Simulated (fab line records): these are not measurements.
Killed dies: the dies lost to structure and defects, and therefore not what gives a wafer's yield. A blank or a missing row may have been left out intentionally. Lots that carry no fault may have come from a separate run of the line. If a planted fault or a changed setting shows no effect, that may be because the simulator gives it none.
Which tool was responsible? / flow sky130 / 10 lots, 30 wafers sampled, at 6 steps of a route of 708

WHAT THE GAUGES READ, wafer by wafer
SKY_METAL2_RS_MEAS_05: measurement is done with a four-point probe. Usual: METAL2_ALCU_RS 0.1273 ohm/sq, standard deviation 0.0015.
lot=L779; measured=day 33 22:43; on=filmMetro-02; METAL2_ALCU_RS (ohm/sq)=0.1281 0.1284 0.1278; flag=
lot=L780; measured=day 34 07:56; on=filmMetro-02; METAL2_ALCU_RS (ohm/sq)=0.1292 0.1295 0.1296; flag=
lot=L785; measured=day 36 13:47; on=filmMetro-02; METAL2_ALCU_RS (ohm/sq)=0.1263 0.1261 0.1248; flag=
lot=L787; measured=day 37 03:40; on=filmMetro-02; METAL2_ALCU_RS (ohm/sq)=0.1261 0.1256 0.1268; flag=
lot=L786; measured=day 37 10:06; on=filmMetro-03; METAL2_ALCU_RS (ohm/sq)=0.1254 0.1264 0.1275; flag=
lot=L793; measured=day 38 16:40; on=filmMetro-01; METAL2_ALCU_RS (ohm/sq)=0.1401 0.1404 0.1385; flag=OFF
lot=L797; measured=day 39 21:40; on=filmMetro-01; METAL2_ALCU_RS (ohm/sq)=0.1395 0.1403 0.1390; flag=OFF
lot=L798; measured=day 40 01:55; on=filmMetro-02; METAL2_ALCU_RS (ohm/sq)=0.1294 0.1298 0.1285; flag=
lot=L799; measured=day 40 04:36; on=filmMetro-03; METAL2_ALCU_RS (ohm/sq)=0.1276 0.1277 0.1278; flag=
lot=L800; measured=day 40 12:23; on=filmMetro-03; METAL2_ALCU_RS (ohm/sq)=0.1300 0.1282 0.1276; flag=

SKY_METAL2_THK_MEAS_06: measures by xrf. Usual: METAL2_ALCU_THK 250 nm, standard deviation 3.
lot=L779; measured=day 33 22:50; on=filmMetro-02; METAL2_ALCU_THK (nm)=248 248 248; flag=
lot=L780; measured=day 34 08:03; on=filmMetro-02; METAL2_ALCU_THK (nm)=247 246 246; flag=
lot=L785; measured=day 36 13:55; on=filmMetro-02; METAL2_ALCU_THK (nm)=251 254 252; flag=
lot=L787; measured=day 37 03:47; on=filmMetro-02; METAL2_ALCU_THK (nm)=253 252 249; flag=
lot=L786; measured=day 37 10:13; on=filmMetro-03; METAL2_ALCU_THK (nm)=254 253 250; flag=
lot=L793; measured=day 38 16:47; on=filmMetro-01; METAL2_ALCU_THK (nm)=229 229 229; flag=OFF
lot=L797; measured=day 39 21:47; on=filmMetro-01; METAL2_ALCU_THK (nm)=229 230 228; flag=OFF
lot=L798; measured=day 40 02:01; on=filmMetro-02; METAL2_ALCU_THK (nm)=244 243 247; flag=
lot=L799; measured=day 40 04:43; on=filmMetro-03; METAL2_ALCU_THK (nm)=252 252 250; flag=
lot=L800; measured=day 40 12:31; on=filmMetro-03; METAL2_ALCU_THK (nm)=246 248 251; flag=

SKY_CAP2M_OVL_MEAS_12. Usual: CAP2M_OVL 0.5 nm, standard deviation 1.5.
lot=L779; measured=day 40 16:08; on=overlay-02; CAP2M_OVL (nm)=0.7 0.2 2.5; flag=
lot=L780; measured=day 40 23:45; on=overlay-02; CAP2M_OVL (nm)=-1.5 -0.9 -0.1; flag=
lot=L785; measured=day 43 07:29; on=overlay-02; CAP2M_OVL (nm)=-0.2 -0.9 -1.7; flag=
lot=L787; measured=day 43 11:11; on=overlay-01; CAP2M_OVL (nm)=2.6 1.1 2.0; flag=
lot=L786; measured=day 43 14:58; on=overlay-02; CAP2M_OVL (nm)=2.8 1.1 1.3; flag=
lot=L793; measured=day 44 17:32; on=overlay-02; CAP2M_OVL (nm)=-1.9 -0.7 -1.6; flag=
lot=L797; measured=day 46 05:55; on=overlay-02; CAP2M_OVL (nm)=1.3 0.8 -0.8; flag=
lot=L798; measured=day 46 06:53; on=overlay-01; CAP2M_OVL (nm)=-0.2 0.8 -0.2; flag=
lot=L799; measured=day 46 07:32; on=overlay-02; CAP2M_OVL (nm)=1.9 1.7 -0.2; flag=
lot=L800; measured=day 46 09:28; on=overlay-01; CAP2M_OVL (nm)=3.1 2.5 0.8; flag=

TOOL THAT RAN EACH LOT (tool first, then ch and the chambers of the sampled wafers, then the start)
lot=L779; SKY_LDD_P_STRIP_10=plasmaAsher-02 ch 0,1, day 18 22:39; SKY_METAL2_SPUTTER_02=pvdSputter-02, day 33 22:37; SKY_METAL2_STRIP_20=plasmaAsher-04 ch 0,1, day 35 01:16
lot=L780; SKY_LDD_P_STRIP_10=plasmaAsher-02 ch 0,1, day 19 09:19; SKY_METAL2_SPUTTER_02=pvdSputter-04, day 34 07:50; SKY_METAL2_STRIP_20=plasmaAsher-03 ch 0,1, day 35 10:41
lot=L785; SKY_LDD_P_STRIP_10=plasmaAsher-02 ch 0,1, day 22 03:28; SKY_METAL2_SPUTTER_02=pvdSputter-04, day 36 13:41; SKY_METAL2_STRIP_20=plasmaAsher-03 ch 1, day 37 15:28
lot=L787; SKY_LDD_P_STRIP_10=plasmaAsher-04 ch 0,1, day 22 17:25; SKY_METAL2_SPUTTER_02=pvdSputter-02, day 37 03:35; SKY_METAL2_STRIP_20=plasmaAsher-02 ch 0,1, day 38 06:01
lot=L786; SKY_LDD_P_STRIP_10=plasmaAsher-02 ch 0,1, day 22 22:49; SKY_METAL2_SPUTTER_02=pvdSputter-04, day 37 10:01; SKY_METAL2_STRIP_20=plasmaAsher-03 ch 0,1, day 38 12:29
lot=L793; SKY_LDD_P_STRIP_10=plasmaAsher-04 ch 0,1, day 24 11:23; SKY_METAL2_SPUTTER_02=pvdSputter-02, day 38 16:35; SKY_METAL2_STRIP_20=plasmaAsher-02 ch 0,1, day 39 17:50
lot=L797; SKY_LDD_P_STRIP_10=plasmaAsher-01 ch 0,1, day 25 20:01; SKY_METAL2_SPUTTER_02=pvdSputter-02, day 39 21:34; SKY_METAL2_STRIP_20=plasmaAsher-04 ch 0,1, day 40 21:59
lot=L798; SKY_LDD_P_STRIP_10=plasmaAsher-01 ch 0,1, day 26 02:19; SKY_METAL2_SPUTTER_02=pvdSputter-01, day 40 01:47; SKY_METAL2_STRIP_20=plasmaAsher-04 ch 0,1, day 41 02:25
lot=L799; SKY_LDD_P_STRIP_10=plasmaAsher-01 ch 0,1, day 26 07:00; SKY_METAL2_SPUTTER_02=pvdSputter-04, day 40 04:31; SKY_METAL2_STRIP_20=plasmaAsher-04 ch 0,1, day 41 04:23
lot=L800; SKY_LDD_P_STRIP_10=plasmaAsher-04 ch 0,1, day 26 16:17; SKY_METAL2_SPUTTER_02=pvdSputter-04, day 40 12:18; SKY_METAL2_STRIP_20=plasmaAsher-04 ch 0,1, day 41 11:00
- SKY_LDD_P_STRIP_10: strips in O2/N2.
- SKY_METAL2_SPUTTER_02: material AlCu, target thk 250 nm, time 13.3 s.
- SKY_METAL2_STRIP_20: strips in O2/N2.

AS READ BY THE TOOLS THEMSELVES (means over the sampled wafers that have a number; for cases with no such wafer, the mark the record gives instead)
SKY_LDD_P_STRIP_10. Usual: drypumpMotorCurrentA 5.7 A, standard deviation 0.35; oesProductAu 0.715 a.u., standard deviation 0.0048; stripTimeToEndpointS 14.20 s, standard deviation 0.034.
lot=L779; tool=plasmaAsher-02; drypumpMotorCurrentA (A)=5.9; oesProductAu (a.u.)=0.710; stripTimeToEndpointS (s)=14.18; flag=
lot=L780; tool=plasmaAsher-02; drypumpMotorCurrentA (A)=5.9; oesProductAu (a.u.)=0.714; stripTimeToEndpointS (s)=14.26; flag=
lot=L785; tool=plasmaAsher-02; drypumpMotorCurrentA (A)=5.9; oesProductAu (a.u.)=0.717; stripTimeToEndpointS (s)=14.22; flag=
lot=L787; tool=plasmaAsher-04; drypumpMotorCurrentA (A)=5.4; oesProductAu (a.u.)=0.717; stripTimeToEndpointS (s)=14.22; flag=
lot=L786; tool=plasmaAsher-02; drypumpMotorCurrentA (A)=5.9; oesProductAu (a.u.)=0.718; stripTimeToEndpointS (s)=14.20; flag=
lot=L793; tool=plasmaAsher-04; drypumpMotorCurrentA (A)=5.8; oesProductAu (a.u.)=0.710; stripTimeToEndpointS (s)=14.23; flag=
lot=L797; tool=plasmaAsher-01; drypumpMotorCurrentA (A)=5.5; oesProductAu (a.u.)=0.715; stripTimeToEndpointS (s)=14.21; flag=
lot=L798; tool=plasmaAsher-01; drypumpMotorCurrentA (A)=5.5; oesProductAu (a.u.)=0.712; stripTimeToEndpointS (s)=14.23; flag=
lot=L799; tool=plasmaAsher-01; drypumpMotorCurrentA (A)=5.5; oesProductAu (a.u.)=0.719; stripTimeToEndpointS (s)=14.19; flag=
lot=L800; tool=plasmaAsher-04; drypumpMotorCurrentA (A)=5.4; oesProductAu (a.u.)=0.720; stripTimeToEndpointS (s)=14.21; flag=

SKY_METAL2_SPUTTER_02. Usual: throttleValvePct 30.2 %, standard deviation 0.71.
lot=L779; tool=pvdSputter-02; throttleValvePct (%)=30.2; flag=
lot=L780; tool=pvdSputter-04; throttleValvePct (%)=30.0; flag=
lot=L785; tool=pvdSputter-04; throttleValvePct (%)=29.9; flag=
lot=L787; tool=pvdSputter-02; throttleValvePct (%)=29.4; flag=
lot=L786; tool=pvdSputter-04; throttleValvePct (%)=30.4; flag=
lot=L793; tool=pvdSputter-02; throttleValvePct (%)=29.4; flag=
lot=L797; tool=pvdSputter-02; throttleValvePct (%)=29.5; flag=
lot=L798; tool=pvdSputter-01; throttleValvePct (%)=30.8; flag=
lot=L799; tool=pvdSputter-04; throttleValvePct (%)=30.4; flag=
lot=L800; tool=pvdSputter-04; throttleValvePct (%)=30.2; flag=

SKY_METAL2_STRIP_20. Usual: drypumpMotorCurrentA 5.6 A, standard deviation 0.53; oesProductAu 0.343 a.u., standard deviation 0.0042; stripTimeToEndpointS 2.692 s, standard deviation 0.03.
lot=L779; tool=plasmaAsher-04; drypumpMotorCurrentA (A)=5.4; oesProductAu (a.u.)=0.343; stripTimeToEndpointS (s)=2.699; flag=
lot=L780; tool=plasmaAsher-03; drypumpMotorCurrentA (A)=5.7; oesProductAu (a.u.)=0.337; stripTimeToEndpointS (s)=2.631; flag=
lot=L785; tool=plasmaAsher-03; drypumpMotorCurrentA (A)=6.1; oesProductAu (a.u.)=0.346; stripTimeToEndpointS (s)=2.717; flag=
lot=L787; tool=plasmaAsher-02; drypumpMotorCurrentA (A)=5.9; oesProductAu (a.u.)=0.343; stripTimeToEndpointS (s)=2.715; flag=
lot=L786; tool=plasmaAsher-03; drypumpMotorCurrentA (A)=5.7; oesProductAu (a.u.)=0.343; stripTimeToEndpointS (s)=2.694; flag=
lot=L793; tool=plasmaAsher-02; drypumpMotorCurrentA (A)=5.8; oesProductAu (a.u.)=0.347; stripTimeToEndpointS (s)=2.698; flag=
lot=L797; tool=plasmaAsher-04; drypumpMotorCurrentA (A)=5.4; oesProductAu (a.u.)=0.346; stripTimeToEndpointS (s)=2.692; flag=
lot=L798; tool=plasmaAsher-04; drypumpMotorCurrentA (A)=5.8; oesProductAu (a.u.)=0.346; stripTimeToEndpointS (s)=2.705; flag=
lot=L799; tool=plasmaAsher-04; drypumpMotorCurrentA (A)=5.4; oesProductAu (a.u.)=0.344; stripTimeToEndpointS (s)=2.710; flag=
lot=L800; tool=plasmaAsher-04; drypumpMotorCurrentA (A)=5.8; oesProductAu (a.u.)=0.339; stripTimeToEndpointS (s)=2.643; flag=

THE ANSWER, worked out from the rows above alone
Rule: a lot is off if the mean of its wafers that have a number lies more than 3 standard deviations from the usual mean. A lot without any number at a reading at which 4 lots or more have one is off too. Where the step has rows for the other lots, those lots are counted as sound. First the gauges in route order, then the tools' own readings, where a lot's mean is used as printed above. At the first step where some lot is off, the reading lying furthest off is the one used; lots without a number count as furthest.
Off: at SKY_METAL2_RS_MEAS_05 (METAL2_ALCU_RS), L793, L797.
A tool fits if, at a process step before that reading, it ran every lot that is off, and no sound lot after the first of them. Those tools and the gauges at SKY_METAL2_RS_MEAS_05 are tried in the same way. 2 tools fit, pvdSputter-02 at SKY_METAL2_SPUTTER_02 and filmMetro-01 at SKY_METAL2_RS_MEAS_05, so this cannot tell which one it is.

WHAT HAD BEEN PUT IN BY THE SIMULATOR
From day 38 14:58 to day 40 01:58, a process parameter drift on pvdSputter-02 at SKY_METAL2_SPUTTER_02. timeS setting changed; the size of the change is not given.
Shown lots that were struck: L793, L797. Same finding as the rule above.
